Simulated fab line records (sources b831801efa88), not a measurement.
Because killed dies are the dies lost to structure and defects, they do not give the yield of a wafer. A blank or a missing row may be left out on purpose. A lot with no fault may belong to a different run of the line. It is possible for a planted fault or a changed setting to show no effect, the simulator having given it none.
What tool caused it? | flow sky130 | 45 wafers from 15 lots sampled at 7 of the route's 708 steps

== WHAT THE GAUGES SHOWED, per wafer ==
SKY_METAL1_RS_MEAS_05: a four-point-probe measurement. Usual: for METAL1_ALCU_RS the level is 0.1322 ohm/sq and the standard deviation is 0.0015.
lot  | measured     | on            | METAL1_ALCU_RS (ohm/sq) | flag
L954 | day 30 23:00 | film-metro-04 | 0.1323 0.1307 0.1309    |
L955 | day 32 00:58 | film-metro-01 | 0.1339 0.1319 0.1339    |
L956 | day 32 20:37 | film-metro-01 | 0.1331 0.1343 0.1331    |
L957 | day 33 04:02 | film-metro-01 | 0.1325 0.1330 0.1338    |
L959 | day 33 23:31 | film-metro-04 | 0.1317 0.1297 0.1313    |
L960 | day 34 15:23 | film-metro-04 | 0.1319 0.1325 0.1322    |
L962 | day 34 16:42 | film-metro-04 | 0.1318 0.1326 0.1322    |
L961 | day 34 21:24 | film-metro-01 | 0.1345 0.1342 0.1344    |
L964 | day 35 00:37 | film-metro-04 | 0.0878 0.0869 0.0880    | OFF
L965 | day 36 20:40 | film-metro-04 | 0.0886 0.0887 0.0883    | OFF
L968 | day 36 22:14 | film-metro-02 | 0.0881 0.0878 0.0879    | OFF
L973 | day 37 18:58 | film-metro-04 | 0.1310 0.1313 0.1332    |
L974 | day 38 05:31 | film-metro-02 | 0.1340 0.1359 0.1343    |
L975 | day 38 06:00 | film-metro-04 | 0.1337 0.1331 0.1335    |
L977 | day 39 03:50 | film-metro-04 | 0.1319 0.1319 0.1313    |

SKY_METAL1_THK_MEAS_06: measures by xrf. Usual: for METAL1_ALCU_THK the level is 236.6 nm and the standard deviation is 2.9.
lot  | measured     | on            | METAL1_ALCU_THK (nm) | flag
L954 | day 30 23:07 | film-metro-04 | 234.9 239.8 237.8    |
L955 | day 32 01:05 | film-metro-01 | 235.0 237.2 232.7    |
L956 | day 32 20:43 | film-metro-01 | 235.3 230.7 234.8    |
L957 | day 33 04:09 | film-metro-01 | 238.0 235.2 235.0    |
L959 | day 33 23:38 | film-metro-04 | 237.4 239.2 235.9    |
L960 | day 34 15:31 | film-metro-04 | 235.5 234.9 237.2    |
L962 | day 34 16:49 | film-metro-04 | 236.5 237.0 235.9    |
L961 | day 34 21:31 | film-metro-01 | 232.7 233.2 231.7    |
L964 | day 35 00:43 | film-metro-04 | 351.7 353.7 352.1    | OFF
L965 | day 36 20:47 | film-metro-04 | 346.0 348.8 349.7    | OFF
L968 | day 36 22:21 | film-metro-02 | 349.9 354.9 354.8    | OFF
L973 | day 37 19:05 | film-metro-04 | 238.0 237.1 235.0    |
L974 | day 38 05:38 | film-metro-02 | 234.5 230.6 231.7    |
L975 | day 38 06:06 | film-metro-04 | 233.9 234.3 233.5    |
L977 | day 39 03:57 | film-metro-04 | 237.2 237.6 236.8    |

SKY_METAL1_CD_MEAS_15 targets a cd of 140 nm. Usual: cd-nm at 139.7 nm, with a standard deviation of 2.
lot  | measured     | on        | cd-nm (nm)        | flag
L954 | day 32 03:18 | cd-sem-02 | 140.1 140.1 142.3 |
L955 | day 33 04:05 | cd-sem-02 | 144.0 142.9 143.6 |
L956 | day 33 23:11 | cd-sem-02 | 139.0 138.5 139.1 |
L957 | day 34 06:49 | cd-sem-02 | 136.9 138.2 139.3 |
L959 | day 35 02:39 | cd-sem-01 | 139.1 140.9 140.8 |
L960 | day 35 18:49 | cd-sem-02 | 139.8 138.8 139.2 |
L962 | day 35 19:37 | cd-sem-01 | 142.4 141.7 142.2 |
L961 | day 35 23:51 | cd-sem-02 | 140.9 138.7 139.8 |
L964 | day 36 02:54 | cd-sem-02 | 138.2 137.9 140.6 |
L965 | day 37 22:33 | cd-sem-02 | 140.4 138.3 138.8 |
L968 | day 38 00:29 | cd-sem-02 | 140.7 141.9 140.9 |
L973 | day 38 20:45 | cd-sem-01 | 139.0 138.3 138.2 |
L974 | day 39 06:28 | cd-sem-02 | 139.6 139.5 140.9 |
L975 | day 39 07:25 | cd-sem-02 | 141.4 142.6 141.3 |
L977 | day 40 04:11 | cd-sem-01 | 136.7 135.5 136.7 |

SKY_VIA1_RS_MEAS_22: a four-point-probe measurement. Usual: for VIA1_W_RS the level is 0.429 ohm/sq and the standard deviation is 0.0047.
lot  | measured     | on            | VIA1_W_RS (ohm/sq) | flag
L954 | day 33 08:49 | film-metro-03 | 0.421 0.427 0.424  |
L955 | day 34 08:49 | film-metro-02 | 0.430 0.427 0.431  |
L956 | day 35 04:21 | film-metro-01 | 0.432 0.424 0.423  |
L957 | day 35 12:10 | film-metro-03 | 0.435 0.432 0.436  |
L959 | day 36 07:28 | film-metro-01 | 0.419 0.427 0.437  |
L960 | day 36 23:47 | film-metro-03 | 0.433 0.431 0.432  |
L962 | day 37 00:13 | film-metro-02 | 0.435 0.431 0.432  |
L961 | day 37 04:14 | film-metro-03 | 0.430 0.417 0.422  |
L964 | day 37 07:59 | film-metro-01 | 0.427 0.420 0.425  |
L965 | day 39 02:48 | film-metro-01 | 0.429 0.434 0.429  |
L968 | day 39 04:48 | film-metro-02 | 0.429 0.429 0.428  |
L973 | day 40 00:06 | film-metro-03 | 0.421 0.423 0.429  |
L974 | day 40 10:11 | film-metro-02 | 0.435 0.431 0.430  |
L975 | day 40 10:32 | film-metro-01 | 0.430 0.419 0.427  |
L977 | day 41 06:31 | film-metro-01 | 0.428 0.429 0.429  |

== EACH LOT AND THE TOOL THAT RAN IT (in order: tool; ch and the chambers of the sampled wafers; start) ==
lot  | SKY_METAL1_SPUTTER_02        | SKY_METAL1_METAL_ETCH_19          | SKY_METAL1_STRIP_20
L954 | pvd-sputter-01, day 30 22:55 | rie-metal-03 ch 0,1, day 32 03:33 | plasma-asher-03 ch 0,1, day 32 03:38
L955 | pvd-sputter-01, day 32 00:53 | rie-metal-01 ch 0,1, day 33 04:20 | plasma-asher-01 ch 0,1, day 33 04:25
L956 | pvd-sputter-03, day 32 20:29 | rie-metal-02 ch 0,1, day 33 23:26 | plasma-asher-03 ch 0,1, day 33 23:31
L957 | pvd-sputter-02, day 33 03:56 | rie-metal-03 ch 0, day 34 07:05   | plasma-asher-04 ch 0,1, day 34 07:10
L959 | pvd-sputter-02, day 33 23:25 | rie-metal-01 ch 0,1, day 35 02:54 | plasma-asher-01 ch 0,1, day 35 02:59
L960 | pvd-sputter-03, day 34 15:18 | rie-metal-02 ch 0,1, day 35 19:04 | plasma-asher-03 ch 0,1, day 35 19:09
L962 | pvd-sputter-03, day 34 16:35 | rie-metal-01 ch 0,1, day 35 19:51 | plasma-asher-01 ch 0,1, day 35 19:56
L961 | pvd-sputter-01, day 34 21:19 | rie-metal-01 ch 0,1, day 36 00:06 | plasma-asher-01 ch 0,1, day 36 00:11
L964 | pvd-sputter-03, day 35 00:29 | rie-metal-01 ch 0,1, day 36 03:08 | plasma-asher-03 ch 0,1, day 36 03:14
L965 | pvd-sputter-03, day 36 20:35 | rie-metal-02 ch 0,1, day 37 22:48 | plasma-asher-01 ch 0,1, day 37 22:53
L968 | pvd-sputter-03, day 36 22:08 | rie-metal-03 ch 0, day 38 00:50   | plasma-asher-01 ch 0,1, day 38 01:01
L973 | pvd-sputter-01, day 37 18:52 | rie-metal-02 ch 0,1, day 38 21:00 | plasma-asher-04 ch 0,1, day 38 21:05
L974 | pvd-sputter-01, day 38 05:26 | rie-metal-03 ch 1, day 39 06:49   | plasma-asher-03 ch 0,1, day 39 06:59
L975 | pvd-sputter-01, day 38 05:52 | rie-metal-01 ch 0,1, day 39 07:40 | plasma-asher-01 ch 0,1, day 39 07:46
L977 | pvd-sputter-03, day 39 03:44 | rie-metal-02 ch 0, day 40 04:32   | plasma-asher-03 ch 0,1, day 40 04:41
- SKY_METAL1_SPUTTER_02: material AlCu, target thk 250 nm, time 13.3 s.
- SKY_METAL1_METAL_ETCH_19: etches the open film in Cl2/BCl3, stops on SiO2, target depth 360 nm, time 78 s.
- SKY_METAL1_STRIP_20: strips in O2/N2.

== AS READ BY THE TOOLS THEMSELVES (means over the sampled wafers that have a number; for cases with no such wafer, the mark the record gives instead) ==
SKY_METAL1_SPUTTER_02. Usual: throttle-valve-pct at 29.6 %, with a standard deviation of 1.3.
lot  | tool           | throttle-valve-pct (%) | flag
L954 | pvd-sputter-01 | 29.9                   |
L955 | pvd-sputter-01 | 29.4                   |
L956 | pvd-sputter-03 | 28.3                   |
L957 | pvd-sputter-02 | 29.7                   |
L959 | pvd-sputter-02 | 29.7                   |
L960 | pvd-sputter-03 | 28.1                   |
L962 | pvd-sputter-03 | 30.9                   |
L961 | pvd-sputter-01 | 29.5                   |
L964 | pvd-sputter-03 | 30.3                   |
L965 | pvd-sputter-03 | 29.3                   |
L968 | pvd-sputter-03 | 29.7                   |
L973 | pvd-sputter-01 | 29.9                   |
L974 | pvd-sputter-01 | 29.3                   |
L975 | pvd-sputter-01 | 29.2                   |
L977 | pvd-sputter-03 | 31.0                   |

SKY_METAL1_METAL_ETCH_19. Usual: drypump-motor-current-A 6.0 A, standard deviation 0.46; oes-product-au 0.853 a.u., standard deviation 0.011; throttle-valve-pct 22.265 %, standard deviation 0.0089.
lot  | tool         | drypump-motor-current-A (A) | oes-product-au (a.u.) | throttle-valve-pct (%) | flag
L954 | rie-metal-03 | 6.3                         | 0.854                 | 22.255                 |
L955 | rie-metal-01 | 5.7                         | 0.862                 | 22.269                 |
L956 | rie-metal-02 | 6.2                         | 0.870                 | 22.270                 |
L957 | rie-metal-03 | 6.5                         | 0.861                 | 22.268                 |
L959 | rie-metal-01 | 5.7                         | 0.843                 | 22.268                 |
L960 | rie-metal-02 | 6.3                         | 0.839                 | 22.267                 |
L962 | rie-metal-01 | 5.4                         | 0.855                 | 22.262                 |
L961 | rie-metal-01 | 5.7                         | 0.863                 | 22.265                 |
L964 | rie-metal-01 | 5.7                         | 0.955                 | 22.266                 | OFF
L965 | rie-metal-02 | 6.3                         | 0.949                 | 22.269                 | OFF
L968 | rie-metal-03 | 6.5                         | 0.954                 | 22.263                 | OFF
L973 | rie-metal-02 | 6.3                         | 0.855                 | 22.259                 |
L974 | rie-metal-03 | 5.7                         | 0.862                 | 22.265                 |
L975 | rie-metal-01 | 5.4                         | 0.865                 | 22.260                 |
L977 | rie-metal-02 | 6.4                         | 0.842                 | 22.268                 |

SKY_METAL1_STRIP_20. Usual: drypump-motor-current-A 5.6 A, standard deviation 0.44; oes-product-au 0.344 a.u., standard deviation 0.0051; strip-time-to-endpoint-s 2.71 s, standard deviation 0.04.
lot  | tool            | drypump-motor-current-A (A) | oes-product-au (a.u.) | strip-time-to-endpoint-s (s) | flag
L954 | plasma-asher-03 | 5.5                         | 0.339                 | 2.73                         |
L955 | plasma-asher-01 | 5.4                         | 0.346                 | 2.75                         |
L956 | plasma-asher-03 | 5.7                         | 0.340                 | 2.66                         |
L957 | plasma-asher-04 | 6.1                         | 0.346                 | 2.75                         |
L959 | plasma-asher-01 | 5.2                         | 0.343                 | 2.75                         |
L960 | plasma-asher-03 | 5.7                         | 0.347                 | 2.70                         |
L962 | plasma-asher-01 | 5.2                         | 0.340                 | 2.68                         |
L961 | plasma-asher-01 | 5.3                         | 0.345                 | 2.74                         |
L964 | plasma-asher-03 | 5.7                         | 0.350                 | 2.74                         |
L965 | plasma-asher-01 | 5.2                         | 0.347                 | 2.71                         |
L968 | plasma-asher-01 | 5.2                         | 0.344                 | 2.73                         |
L973 | plasma-asher-04 | 6.1                         | 0.343                 | 2.66                         |
L974 | plasma-asher-03 | 5.5                         | 0.345                 | 2.67                         |
L975 | plasma-asher-01 | 5.5                         | 0.346                 | 2.75                         |
L977 | plasma-asher-03 | 5.7                         | 0.343                 | 2.66                         |

== THE ANSWER, worked out from the rows above alone ==
Rule: a lot is off if the mean of its wafers that have a number lies more than 3 standard deviations from the usual mean. A lot without any number at a reading at which 4 lots or more have one is off too. The other lots that the step has rows for count as sound. Order of review: gauges by route order, followed by the tools' own readings, for which a lot's mean as printed above is used. The first step at which some lot is off is used, and at that step the reading that is off furthest; a lot without a number counts as furthest.
Off: L964, L965, L968, seen at SKY_METAL1_RS_MEAS_05 (METAL1_ALCU_RS).
If a tool, at a process step before that reading, ran all the lots that are off and no sound lot after the first of them, it fits. Not tried: the gauges at SKY_METAL1_RS_MEAS_05; whatever is off there is also off at SKY_METAL1_METAL_ETCH_19, on other tools, and gauge error can't account for it. No candidate that was tried fits.

== WHAT THE SIMULATOR HAD INSERTED ==
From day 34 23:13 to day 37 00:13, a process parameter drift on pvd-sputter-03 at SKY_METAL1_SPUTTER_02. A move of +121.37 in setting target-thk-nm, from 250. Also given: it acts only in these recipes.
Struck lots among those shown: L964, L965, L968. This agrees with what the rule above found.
